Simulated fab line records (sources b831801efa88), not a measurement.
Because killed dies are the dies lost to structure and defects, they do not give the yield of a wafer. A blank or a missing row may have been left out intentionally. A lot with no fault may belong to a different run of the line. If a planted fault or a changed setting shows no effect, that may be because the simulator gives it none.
fab line records	flow sfqLine
record lots=5	wafers=15	lastDay=84
route steps=325 shown I2@107 M3@118 I3@133 M4@148 M8@325
lots that met no fault: from a run of the same line without faults
startH: hours from the record's opening day to when the first of the lot's shown wafers began	waitH: hours from the lot's prior step to this one	" as in the row above	L1.1+2: several wafers, shown together as one row	- value missing, or start not given	* or withheld: withheld	< > ~ a bound
route shown NAME@n: NAME is a module with steps in the file, n the number in the route of the first one	usual: average and standard deviation across the fault-free wafers	same: alike in all rows	chamber/n: place in a boat	sites: per-site readings	_std_site: the standard deviation of these	_edge_site: outer sites' mean less inner sites'	radiusMm: for every site, how far away it sits from the centre of the wafer	mask NAME#n: copy n	behind: tool/chamber where the wafer was last shaped	hold: why the lot went on hold/how many hours it stayed there/how the hold came to an end	device: which transistor (n, p or np) failed to switch	end of line: at the end of the route, the tests of the same wafers	a step with no rows: only its recipe	killed: count of dies lost to structure and defects at first sort (not the wafer's yield)	map: the dies of a wafer, with x for killed, . for not killed, _ for no die there
set.NAME: the setting as run; set.NAME@STEP: as run at that earlier step	model.NAME: the simulator's own value behind a step, which no gauge read
a table for each step, a row for each wafer; lots at some steps of the route
services: the hour from which a tool's chamber was out of use, counted from the record's first day as startH (under 0 if before that day), plus the number of hours and why
## steps
# step SFQ_TRILAYER_I2_VIA_LITHO_COAT_072
# recipe resist=BARC	spinRpm=3000	resistThkNm=62
# step SFQ_TRILAYER_I2_VIA_LITHO_COAT_067
# recipe resist=KrF	spinRpm=3000	resistThkNm=650
# step SFQ_TRILAYER_I2_VIA_LITHO_SOFTBAKE_071
# recipe tempC=withheld	timeS=withheld	resist=KrF
# step SFQ_TRILAYER_I2_VIA_LITHO_EXPOSE_068
# recipe maskId=I2	na=0.6	sourceShape=conventional	sigmaOuter=0.65	targetCdNm=500	doseMj=21.3
# step SFQ_TRILAYER_I2_VIA_LITHO_PEB_070
# recipe pebTempC=115	pebTimeS=60	resist=KrF
# step SFQ_TRILAYER_I2_VIA_LITHO_DEVELOP_069
# recipe timeS=60	resist=KrF
# step SFQ_I2_OVL_MEAS_918
# usual I2_OVL=0/5
lot.wafer	tool	chamber	startH	waitH	I2_OVL[nm]
L444.1	overlay-02	-	863.69	0.1	-4
L444.5	"	-	"	"	3
L444.6	"	-	"	"	0
L445.1	overlay-02	-	866.09	0.1	-3
L445.2	"	-	"	"	-7
L445.4	"	-	"	"	-4
L454.1	overlay-02	-	984.33	0.1	-1
L454.2	"	-	"	"	-2
L454.4	"	-	"	"	-2
L461.1	overlay-02	-	1002.33	0.1	-13
L461.2	"	-	"	"	-13
L461.3	"	-	"	"	-10
L463.1	overlay-02	-	1008.46	0.1	7
L463.4	"	-	"	"	6
L463.5	"	-	"	"	9
# step SFQ_TRILAYER_I2_VIA_BARC_OPEN_VIA_ETCH_096
# recipe maskMaterial=PR	chemistry=O2	targetDepthNm=125	target=BARC	sourceW=481	biasW=80	pressureMtorr=30	timeS=41.7
# usual drypumpMotorCurrentA=5.84/0.26	oesProductAu=0.685/0.0049
lot.wafer	tool	chamber	startH	waitH	drypumpMotorCurrentA	oesProductAu	rfHoursCounterH
L444.1	rieDiel-03	1	863.73	0.0	5.98	0.682	2
L444.5	"	2	"	"	5.71	0.691	-
L444.6	"	1	"	"	5.96	0.678	-
L445.1	rieDiel-02	2	866.13	0.0	5.60	0.685	2
L445.2	"	1	"	"	5.66	0.685	0
L445.4	"	0	"	"	6.05	0.688	11
L454.1	rieDiel-03	2	984.37	0.0	5.71	0.690	2
L454.2	"	3	"	"	5.91	0.686	1
L454.4	"	1	"	"	5.98	0.685	3
L461.1	rieDiel-02	2	1002.37	0.0	5.59	0.681	4
L461.2	"	3	"	"	5.86	0.686	10
L461.3	"	0	"	"	6.04	0.674	13
L463.1	rieDiel-02	2	1008.50	0.0	5.61	0.679	4
L463.4	"	1	"	"	5.66	0.680	3
L463.5	"	2	"	"	5.59	0.690	-
# step SFQ_TRILAYER_I2_VIA_ETCH_VIA_ETCH_070
# recipe target=SiO2	stopOn=Nb	maskMaterial=PR	taperDeg=20	chemistry=CHF3	targetDepthNm=260	sourceW=500	biasW=80	pressureMtorr=30	timeS=withheld
# usual drypumpMotorCurrentA=5.84/0.26	oesProductAu=0.855/0.0056
lot.wafer	tool	chamber	startH	waitH	drypumpMotorCurrentA	oesProductAu
L444.1	rieDiel-03	1	863.77	0.0	5.96	0.858
L444.5	"	2	"	"	5.69	0.857
L444.6	"	1	"	"	5.97	0.861
L445.1	rieDiel-02	2	866.17	0.0	5.59	0.853
L445.2	"	1	"	"	5.67	0.852
L445.4	"	0	"	"	6.06	0.856
L454.1	rieDiel-03	2	984.41	0.0	5.71	0.851
L454.2	"	3	"	"	5.90	0.849
L454.4	"	1	"	"	5.97	0.858
L461.1	rieDiel-02	2	1002.41	0.0	5.60	0.851
L461.2	"	3	"	"	5.86	0.853
L461.3	"	0	"	"	6.09	0.857
L463.1	rieDiel-02	2	1008.54	0.0	5.61	0.864
L463.4	"	1	"	"	5.64	0.855
L463.5	"	2	"	"	5.60	0.846
# step SFQ_TRILAYER_I2_VIA_STRIP_STRIP_071
# recipe gas=O2	powerW=200	platenTempC=40	overashFraction=0.65	chemistry=O2	pressureMtorr=50
# usual drypumpMotorCurrentA=5.9/0.47	oesProductAu=0.995/0.0087
lot.wafer	tool	chamber	startH	waitH	drypumpMotorCurrentA	oesProductAu	rfHoursCounterH
L444.1	rieMetal-03	0	863.88	-	5.1	0.988	0
L444.5	"	1	"	"	6.0	0.997	-
L444.6	"	0	"	"	5.2	1.003	-
L445.1	rieMetal-01	0	866.28	-	5.9	0.994	76
L445.2	"	1	"	"	6.2	0.999	2
L445.4	"	1	"	"	6.2	0.995	-
L454.1	rieMetal-01	0	984.52	-	5.9	0.986	91
L454.2	"	1	"	"	6.2	0.985	17
L454.4	"	1	"	"	6.1	0.986	-
L461.1	rieMetal-03	1	1002.52	-	5.9	1.018	110
L461.2	"	0	"	"	5.1	1.010	22
L461.3	"	0	"	"	5.2	1.003	-
L463.1	rieMetal-02	0	1008.65	-	6.7	0.984	100
L463.4	"	0	"	"	6.7	0.997	-
L463.5	"	1	"	"	5.4	0.995	-
# step SFQ_TRILAYER_I2_VIA_STRIP_SOLV_CLEAN_072
# recipe chemistry=NMP	tempC=70	timeS=600
# step SFQ_TRILAYER_M3_DEP_PRE_CLEAN_074
# recipe gas=Ar	timeS=22.5	biasV=250
# step SFQ_TRILAYER_M3_DEP_SPUTTER_073
# recipe material=Nb	basePressurePa=1.33e-06	chamberPressurePa=0.1333	substrateTempC=20	resputterCathodeVoltageV=400	targetThkNm=200	powerW=2000	timeS=133.3
# usual basePressurePa=1.33e-06/8.6e-08	cathodeDcPowerW=2000.0/0.37	throttleValvePct=30.4/1.4
lot.wafer	tool	chamber	startH	waitH	basePressurePa	cathodeDcPowerW	throttleValvePct	model.Nb_of_TRILAYER_M3_DEP_SPUTTER_073.thkNm
L444.1	pvdSputter-03	-	864.69	0.0	1.22e-06	2000.1	29.3	198.4
L444.5	"	-	"	"	1.4e-06	2000.1	29.7	197.9
L444.6	"	-	"	"	1.32e-06	2000.3	32.2	198.1
L445.1	pvdSputter-04	-	867.09	0.0	1.27e-06	2000.2	30.0	197.8
L445.2	"	-	"	"	1.34e-06	1999.8	31.9	197.4
L445.4	"	-	"	"	1.41e-06	2000.2	31.7	198.9
L454.1	pvdSputter-04	-	985.33	0.0	1.4e-06	1999.7	30.0	195.6
L454.2	"	-	"	"	1.48e-06	1999.9	32.0	198.5
L454.4	"	-	"	"	1.31e-06	1999.5	31.9	148.2
L461.1	pvdSputter-06	-	1003.34	0.0	1.28e-06	2000.0	27.7	198.5
L461.2	"	-	"	"	1.22e-06	1999.6	28.8	199.8
L461.3	"	-	"	"	1.34e-06	2000.0	30.6	197
L463.1	pvdSputter-06	-	1009.45	0.0	1.25e-06	1999.9	27.7	199.7
L463.4	"	-	"	"	1.22e-06	1999.7	30.6	197.3
L463.5	"	-	"	"	1.32e-06	1999.8	30.9	197.9
# step SFQ_M3_RS_MEAS_919
# recipe thkMeasGauge=four-point-probe	reads=Nb_of_TRILAYER_M3_DEP_SPUTTER_073
# usual M3_NB_RS=0.892/0.012
lot.wafer	tool	chamber	startH	waitH	hold	M3_NB_RS[ohm/sq]
L444.1	filmMetro-03	-	864.78	0.0	-	0.899
L444.5	"	-	"	"	-	0.899
L444.6	"	-	"	"	-	0.897
L445.1	filmMetro-02	-	867.18	0.0	-	0.900
L445.2	"	-	"	"	-	0.905
L445.4	"	-	"	"	-	0.897
L454.1	filmMetro-04	-	985.42	0.0	awaitDispo/0.2h/release	0.911
L454.2	"	-	"	"	awaitDispo/0.2h/release	0.895
L454.4	"	-	"	"	awaitDispo/0.2h/release	1.207
L454.1	filmMetro-04	-	985.70	0.3	-	0.910
L454.2	"	-	"	"	-	0.898
L454.4	"	-	"	"	-	1.205
L461.1	filmMetro-03	-	1003.43	0.0	-	0.897
L461.2	"	-	"	"	-	0.890
L461.3	"	-	"	"	-	0.904
L463.1	filmMetro-04	-	1009.54	0.0	-	0.890
L463.4	"	-	"	"	-	0.903
L463.5	"	-	"	"	-	0.900
# step SFQ_TRILAYER_M3_LITHO_COAT_075
# recipe resist=KrF	spinRpm=3000	resistThkNm=600
# step SFQ_TRILAYER_M3_LITHO_SOFTBAKE_079
# recipe tempC=withheld	timeS=withheld	resist=KrF
# step SFQ_TRILAYER_M3_LITHO_EXPOSE_076
# recipe maskId=M3	na=0.6	sourceShape=conventional	sigmaOuter=0.65	targetCdNm=500	doseMj=14.4
# step SFQ_TRILAYER_M3_LITHO_PEB_078
# recipe pebTempC=115	pebTimeS=60	resist=KrF
# step SFQ_TRILAYER_M3_LITHO_DEVELOP_077
# recipe timeS=60	resist=KrF
# step SFQ_M3_OVL_MEAS_921
# usual M3_OVL=-1/5.6
lot.wafer	tool	chamber	startH	waitH	M3_OVL[nm]
L444.1	overlay-01	-	1025.38	0.1	2
L444.5	"	-	"	"	-2
L444.6	"	-	"	"	-10
L445.1	overlay-01	-	1026.58	0.1	-6
L445.2	"	-	"	"	-5
L445.4	"	-	"	"	1
L454.1	overlay-02	-	1130.40	0.1	7
L454.2	"	-	"	"	-5
L454.4	"	-	"	"	-3
L461.1	overlay-02	-	1150.84	0.1	-1
L461.2	"	-	"	"	0
L461.3	"	-	"	"	4
L463.1	overlay-02	-	1160.44	0.1	-5
L463.4	"	-	"	"	1
L463.5	"	-	"	"	-8
# step SFQ_TRILAYER_M3_BARC_OPEN_METAL_ETCH_100
# recipe maskMaterial=PR	chemistry=O2	targetDepthNm=125	target=BARC	icpW=600	biasW=80	pressureMtorr=10	timeS=41.7
# usual drypumpMotorCurrentA=5.7/0.46	oesProductAu=0.685/0.0051
lot.wafer	tool	chamber	startH	waitH	drypumpMotorCurrentA	oesProductAu	rfHoursCounterH
L444.1	rieMetal-04	0	1025.42	0.0	5.8	0.689	73
L444.5	"	1	"	"	5.5	0.683	-
L444.6	"	0	"	"	5.8	0.687	-
L445.1	rieMetal-03	0	1026.62	0.0	5.2	0.686	25
L445.2	"	1	"	"	5.9	0.683	113
L445.4	"	0	"	"	5.2	0.683	-
L454.1	rieMetal-04	0	1130.44	0.0	5.8	0.680	90
L454.2	"	1	"	"	5.5	0.697	66
L454.4	"	1	"	"	5.5	0.686	-
L461.1	rieMetal-02	1	1150.88	0.0	5.4	0.684	113
L461.2	"	0	"	"	6.7	0.694	120
L461.3	"	1	"	"	5.4	0.684	-
L463.1	rieMetal-04	1	1160.48	0.0	5.4	0.678	71
L463.4	"	0	"	"	5.8	0.683	-
L463.5	"	0	"	"	5.8	0.683	-
# step SFQ_TRILAYER_M3_ETCH_METAL_ETCH_078
# recipe target=Nb	stopOn=SiO2	maskMaterial=PR	chemistry=Cl2/Ar	targetDepthNm=240	icpW=600	biasW=80	pressureMtorr=10	timeS=120
# usual drypumpMotorCurrentA=5.7/0.46	oesProductAu=0.894/0.008
lot.wafer	tool	chamber	startH	waitH	drypumpMotorCurrentA	oesProductAu	rfHoursCounterH
L444.1	rieMetal-04	0	1025.48	0.0	5.8	0.886	73
L444.5	"	1	"	"	5.5	0.890	-
L444.6	"	0	"	"	5.8	0.900	-
L445.1	rieMetal-03	0	1026.68	0.0	5.1	0.894	25
L445.2	"	1	"	"	6.0	0.884	113
L445.4	"	0	"	"	5.1	0.897	-
L454.1	rieMetal-04	0	1130.50	0.0	5.8	0.882	90
L454.2	"	1	"	"	5.5	0.893	66
L454.4	"	1	"	"	5.5	0.762	-
L461.1	rieMetal-02	1	1150.94	0.0	5.4	0.894	113
L461.2	"	0	"	"	6.7	0.891	120
L461.3	"	1	"	"	5.4	0.880	-
L463.1	rieMetal-04	1	1160.54	0.0	5.5	0.888	71
L463.4	"	0	"	"	5.8	0.884	-
L463.5	"	0	"	"	5.8	0.893	-
# step SFQ_TRILAYER_M3_STRIP_STRIP_079
# recipe gas=O2	powerW=200	platenTempC=40.75	overashFraction=0.65	chemistry=O2	pressureMtorr=50
# step SFQ_TRILAYER_M3_STRIP_SOLV_CLEAN_080
# recipe chemistry=NMP	tempC=70	timeS=600
# step SFQ_TRILAYER_I3_DEP_PECVD_081
# recipe material=SiO2	tempC=150	timeS=111.11	pressureTorr=2.4	rfW=183.3	precursor=SiH4/N2O	targetThkNm=500
# usual chamberPressureTorr=2.400/0.0054	heaterPowerW=83/15	showerheadVppV=839/35	throttleValvePct=25.0/2
lot.wafer	tool	chamber	startH	waitH	chamberPressureTorr	heaterPowerW	showerheadVppV	throttleValvePct
L444.1	pecvd-04	2	1026.38	0.0	2.408	113	815	26.5
L444.5	"	2	"	"	2.398	116	819	26.3
L444.6	"	1	"	"	2.405	71	807	26.7
L445.1	pecvd-02	2	1027.58	0.0	2.406	102	859	21.6
L445.2	"	0	"	"	2.409	92	808	23.2
L445.4	"	1	"	"	2.397	101	793	22.1
L454.1	pecvd-04	2	1131.41	0.0	2.396	100	841	26.2
L454.2	"	1	"	"	2.402	60	800	26.6
L454.4	"	0	"	"	2.397	82	901	24.7
L461.1	pecvd-01	1	1151.84	0.0	2.398	76	846	23.7
L461.2	"	0	"	"	2.394	72	815	28.2
L461.3	"	2	"	"	2.407	70	878	25.3
L463.1	pecvd-04	1	1161.44	0.0	2.405	62	819	26.8
L463.4	"	1	"	"	2.404	64	802	26.8
L463.5	"	2	"	"	2.399	107	824	26.6
# step SFQ_TRILAYER_I3_CMP_CMP_082
# recipe material=SiO2	downForcePsi=3	platenRpm=60.58	padVelocityMS=0.94248
# step SFQ_I3_BOW_MEAS_922
# recipe mode=bow
# usual I3_BOW=3/7.6
lot.wafer	tool	chamber	startH	waitH	I3_BOW[um]
L444.1	filmMetro-01	-	1029.46	2.5	7
L444.5	"	-	"	"	-10
L444.6	"	-	"	"	-1
L445.1	filmMetro-02	-	1032.46	1.5	-4
L445.2	"	-	"	"	-10
L445.4	"	-	"	"	-15
L454.1	filmMetro-02	-	1137.67	1.0	0
L454.2	"	-	"	"	-14
L454.4	"	-	"	"	1
L461.1	filmMetro-02	-	1163.28	2.0	10
L461.2	"	-	"	"	0
L461.3	"	-	"	"	5
L463.1	filmMetro-02	-	1172.28	1.5	-7
L463.4	"	-	"	"	-1
L463.5	"	-	"	"	9
# step SFQ_TRILAYER_I3_METRO_MEASURE_083
# step SFQ_TRILAYER_I3_VIA_LITHO_COAT_090
# recipe resist=BARC	spinRpm=3000	resistThkNm=62
# step SFQ_TRILAYER_I3_VIA_LITHO_COAT_085
# recipe resist=KrF	spinRpm=3000	resistThkNm=650
# step SFQ_TRILAYER_I3_VIA_LITHO_SOFTBAKE_089
# recipe tempC=withheld	timeS=withheld	resist=KrF
# step SFQ_TRILAYER_I3_VIA_LITHO_EXPOSE_086
# recipe maskId=I3	na=0.6	sourceShape=conventional	sigmaOuter=0.65	targetCdNm=500	doseMj=21.3
# step SFQ_TRILAYER_I3_VIA_LITHO_PEB_088
# recipe pebTempC=115	pebTimeS=60	resist=KrF
# step SFQ_TRILAYER_I3_VIA_LITHO_DEVELOP_087
# recipe timeS=60	resist=KrF
# step SFQ_I3_OVL_MEAS_923
# usual I3_OVL=-1/6
lot.wafer	tool	chamber	startH	waitH	I3_OVL[nm]
L444.1	overlay-01	-	1033.03	0.1	-6
L444.5	"	-	"	"	-8
L444.6	"	-	"	"	-8
L445.1	overlay-02	-	1036.03	0.1	6
L445.2	"	-	"	"	4
L445.4	"	-	"	"	5
L454.1	overlay-02	-	1263.68	0.1	-10
L454.2	"	-	"	"	-9
L454.4	"	-	"	"	-9
L461.1	overlay-02	-	1288.67	0.1	-4
L461.2	"	-	"	"	2
L461.3	"	-	"	"	2
L463.1	overlay-01	-	1295.79	0.1	-3
L463.4	"	-	"	"	5
L463.5	"	-	"	"	1
# step SFQ_TRILAYER_I3_VIA_BARC_OPEN_VIA_ETCH_121
# recipe maskMaterial=PR	chemistry=O2	targetDepthNm=125	target=BARC	sourceW=500	biasW=80	pressureMtorr=30	timeS=41.7
# step SFQ_TRILAYER_I3_VIA_ETCH_VIA_ETCH_088
# recipe target=SiO2	stopOn=Nb	maskMaterial=PR	taperDeg=20	chemistry=CHF3	targetDepthNm=260	sourceW=500	biasW=80	pressureMtorr=30	timeS=withheld
# step SFQ_TRILAYER_I3_VIA_STRIP_STRIP_089
# recipe gas=O2	powerW=200	platenTempC=40	overashFraction=0.65	chemistry=O2	pressureMtorr=50
# step SFQ_TRILAYER_I3_VIA_STRIP_SOLV_CLEAN_090
# recipe chemistry=NMP	tempC=70	timeS=600
# step SFQ_TRILAYER_M4_DEP_PRE_CLEAN_092
# recipe gas=Ar	timeS=22.5	biasV=250
# step SFQ_M8_BOW_MEAS_951
# recipe mode=bow
# usual M8_BOW=10/9.7
lot.wafer	tool	chamber	startH	waitH	M8_BOW[um]	model.etest.m3.ohmUm	model.etest.i2.linkOhm	model.etest.m3.ohmSq	model.etest.i3.linkOhm
L444.1	filmMetro-03	-	1892.55	0.0	16	1.806	1.967	0.897	1.963
L444.5	"	-	"	"	2	1.808	1.974	0.8992	1.978
L444.6	"	-	"	"	10	1.802	1.976	0.8982	1.955
L445.1	filmMetro-03	-	1893.75	0.0	-4	1.796	1.982	0.8997	1.981
L445.2	"	-	"	"	-10	1.804	1.97	0.9016	1.976
L445.4	"	-	"	"	-15	1.789	1.971	0.8948	1.99
L454.1	filmMetro-04	-	1985.68	0.0	4	1.819	1.979	0.91	1.976
L454.2	"	-	"	"	-9	1.792	1.967	0.8964	1.976
L454.4	"	-	"	"	4	2.402	2.343	1.201	2.258
L461.1	filmMetro-04	-	2017.10	0.0	24	1.789	1.973	0.8963	1.966
L461.2	"	-	"	"	13	1.788	1.962	0.8907	1.972
L461.3	"	-	"	"	19	1.812	1.983	0.9033	1.972
L463.1	filmMetro-01	-	2023.21	0.0	-12	1.778	1.964	0.8913	1.966
L463.4	"	-	"	"	-6	1.815	1.983	0.9022	1.978
L463.5	"	-	"	"	3	1.805	1.968	0.8993	1.969
## services
tool	chamber	startH	hours	kind
pecvd-04	-	854.63	8.2	repair
rieDiel-02	1	855.17	3.7	repair
pvdSputter-06	-	863.14	6.3	repair
rieDiel-02	3	875.50	2.3	repair
pvdSputter-04	-	889.74	0.7	repair
rieMetal-04	-	896.95	0.3	repair
rieMetal-03	1	905.97	10.1	repair
pecvd-04	-	912.69	6.0	pm
rieDiel-02	3	917.00	6.5	repair
rieDiel-03	2	924.04	6.0	repair
pvdSputter-04	-	964.38	1.5	repair
rieDiel-03	2	965.40	5.1	repair
pvdSputter-06	-	976.55	5.5	repair
rieMetal-04	-	986.40	0.9	repair
rieMetal-04	-	991.15	1.3	repair
rieDiel-03	0	997.29	20.4	repair
pecvd-04	1	1004.23	12.3	repair
rieMetal-02	-	1005.26	2.1	repair
rieMetal-03	1	1017.44	1.6	repair
rieDiel-03	1	1036.34	1.4	repair
rieDiel-03	1	1059.34	3.5	repair
rieMetal-02	-	1093.76	2.8	pm
rieMetal-02	0	1096.82	3.3	repair
rieDiel-03	3	1160.19	5.0	repair
## key
firstSign step=SFQ_M3_RS_MEAS_919	reading=visit	direction=added
effect step=SFQ_M3_RS_MEAS_919	reading=M3_NB_RS	direction=up	sigmas=27	usual=0.892	struck=1.207
effect step=SFQ_TRILAYER_M3_ETCH_METAL_ETCH_078	reading=oesProductAu	direction=down	sigmas=17	usual=0.894	struck=0.762
modelEffect step=SFQ_TRILAYER_M3_DEP_SPUTTER_073	value=Nb_of_TRILAYER_M3_DEP_SPUTTER_073.thkNm	without=199.9	struck=148.2
modelEffect step=SFQ_M8_BOW_MEAS_951	value=etest.m3.ohmUm	without=1.78	struck=2.402
metAt SFQ_TRILAYER_M3_DEP_SPUTTER_073
struckWafers L454.4
onsetBetween 867.09 985.33
fault kind=processParameterDrift	tool=pvdSputter-04	chamber=-	onsetH=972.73	steps=SFQ_TRILAYER_M3_DEP_SPUTTER_073	channel=targetThkNm	offset=-51.718	shape=step	endH=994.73	actsIn=theseRecipesOnly	stated=200	scope=struckWafersOnly
